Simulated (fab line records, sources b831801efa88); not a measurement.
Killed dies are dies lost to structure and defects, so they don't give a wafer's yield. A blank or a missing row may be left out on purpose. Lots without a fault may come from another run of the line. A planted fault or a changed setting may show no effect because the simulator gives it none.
Which tool did it? | flow gf180mcu | 14 lots, 42 wafers sampled, at 4 steps of a route of 602

WHAT THE GAUGES READ, wafer by wafer
GF_VT_IMPLANT_RS_MEAS_48: measures by four-point-probe. Usual: LVPWELL_RS 1197.3 ohm/sq, standard deviation 2.4.
lot  | measured     | on            | LVPWELL_RS (ohm/sq)  | flag
L953 | day 7 22:10  | film_metro-02 | 1197.0 1198.7 1199.6 |
L954 | day 8 04:59  | film_metro-02 | 1196.9 1196.4 1198.1 |
L955 | day 8 07:37  | film_metro-01 | 1199.7 1200.3 1199.1 |
L956 | day 8 20:19  | film_metro-01 | 1198.0 1198.6 1195.7 |
L957 | day 8 22:15  | film_metro-02 | 1200.4 1196.3 1196.3 |
L958 | day 9 05:19  | film_metro-02 | 1196.1 1192.0 1191.9 |
L960 | day 9 19:59  | film_metro-01 | 1197.4 1199.5 1197.1 |
L961 | day 10 01:28 | film_metro-02 | 1196.9 1200.6 1200.1 |
L962 | day 10 09:53 | film_metro-02 | 1195.9 1198.7 1199.7 |
L963 | day 10 19:56 | film_metro-02 | 1198.2 1195.9 1198.1 |
L964 | day 11 00:52 | film_metro-03 | 1198.6 1198.1 1198.2 |
L966 | day 11 11:22 | film_metro-01 | 1195.8 1198.2 1192.1 |
L970 | day 12 13:56 | film_metro-03 | 1209.2 1208.3 1210.5 | OFF
L974 | day 13 16:53 | film_metro-03 | 1211.1 1207.6 1209.0 | OFF

GF_M2_RS_MEAS_05: measures by four-point-probe. Usual: M2_ALCU_RS 0.0699 ohm/sq, standard deviation 0.00081.
lot  | measured     | on            | M2_ALCU_RS (ohm/sq)  | flag
L953 | day 18 14:00 | film_metro-04 | 0.0712 0.0707 0.0706 |
L954 | day 19 00:43 | film_metro-01 | 0.0695 0.0705 0.0706 |
L955 | day 19 03:44 | film_metro-04 | 0.0693 0.0696 0.0711 |
L956 | day 19 20:32 | film_metro-04 | 0.0699 0.0705 0.0705 |
L957 | day 20 04:17 | film_metro-01 | 0.0699 0.0690 0.0701 |
L958 | day 20 14:25 | film_metro-01 | 0.0695 0.0703 0.0689 |
L960 | day 21 06:08 | film_metro-01 | 0.0685 0.0686 0.0698 |
L961 | day 21 17:04 | film_metro-01 | 0.0696 0.0704 0.0710 |
L962 | day 22 01:52 | film_metro-03 | 0.0696 0.0694 0.0700 |
L963 | day 22 12:20 | film_metro-01 | 0.0698 0.0705 0.0696 |
L964 | day 22 21:52 | film_metro-04 | 0.0706 0.0697 0.0701 |
L966 | day 23 10:30 | film_metro-03 | 0.0700 0.0700 0.0698 |
L970 | day 24 16:46 | film_metro-04 | 0.0714 0.0692 0.0711 |
L974 | day 25 22:11 | film_metro-01 | 0.0695 0.0706 0.0695 |

GF_V2_THK_MEAS_25: measures by xrf. Usual: V2_W_THK 361 nm, standard deviation 6.3.
lot  | measured     | on            | V2_W_THK (nm) | flag
L953 | day 20 16:43 | film_metro-02 | 367 372 364   |
L954 | day 21 04:37 | film_metro-02 | 356 356 358   |
L955 | day 21 06:33 | film_metro-01 | 358 359 358   |
L956 | day 22 00:19 | film_metro-03 | 366 364 366   |
L957 | day 22 06:44 | film_metro-02 | 363 363 362   |
L958 | day 22 16:15 | film_metro-03 | 366 364 373   |
L960 | day 23 08:08 | film_metro-03 | 362 359 356   |
L961 | day 23 17:29 | film_metro-01 | 355 354 355   |
L962 | day 24 02:52 | film_metro-02 | 364 367 371   |
L963 | day 24 12:25 | film_metro-03 | 371 366 369   |
L964 | day 24 21:18 | film_metro-02 | 355 359 356   |
L966 | day 25 08:48 | film_metro-03 | 364 366 368   |
L970 | day 26 12:56 | film_metro-01 | 349 350 354   |
L974 | day 27 18:02 | film_metro-03 | 358 355 352   |

WHICH TOOL RAN EACH LOT (tool, then ch and the chambers of the sampled wafers, then the start)
lot  | GF_LVPWELL_IMPLANT_08
L953 | implanter-01 ch 0, day 4 04:36
L954 | implanter-03 ch 0, day 4 08:35
L955 | implanter-03 ch 0, day 4 13:23
L956 | implanter-02 ch 0, day 4 22:51
L957 | implanter-03 ch 0, day 5 00:46
L958 | implanter-02 ch 0, day 5 06:17
L960 | implanter-03 ch 0, day 5 18:59
L961 | implanter-02 ch 0, day 5 21:41
L962 | implanter-03 ch 0, day 6 05:01
L963 | implanter-02 ch 0, day 6 13:42
L964 | implanter-01 ch 0, day 6 18:02
L966 | implanter-01 ch 0, day 7 03:23
L970 | implanter-03 ch 0, day 8 02:22
L974 | implanter-03 ch 0, day 8 23:25
- GF_LVPWELL_IMPLANT_08

WHAT THE TOOLS THEMSELVES READ (means of the sampled wafers that have a number; where no wafer has one, the mark that the record gives instead)
The record holds no such reading with a usual standard deviation.

THE ANSWER, worked out from the rows above alone
Rule: a lot is off if the mean of its wafers that have a number lies more than 3 standard deviations from the usual mean. A lot without any number at a reading at which 4 lots or more have one is off too. The other lots that the step has rows for count as sound. The gauges are gone through in route order, then the tools' own readings, and for those a lot's mean is taken as printed above. The first step at which some lot is off is used, and at that step the reading that is off furthest; a lot without a number counts as furthest.
Off: L970, L974, at GF_VT_IMPLANT_RS_MEAS_48 (LVPWELL_RS).
A tool fits if, at a process step before that reading, it ran every lot that is off, and no sound lot after the first of them. The gauges at GF_VT_IMPLANT_RS_MEAS_48 are tried like those tools. Can't be told from this: 2 tools fit, implanter-03 at GF_LVPWELL_IMPLANT_08, film_metro-03 at GF_VT_IMPLANT_RS_MEAS_48.

WHAT THE SIMULATOR HAD PUT IN
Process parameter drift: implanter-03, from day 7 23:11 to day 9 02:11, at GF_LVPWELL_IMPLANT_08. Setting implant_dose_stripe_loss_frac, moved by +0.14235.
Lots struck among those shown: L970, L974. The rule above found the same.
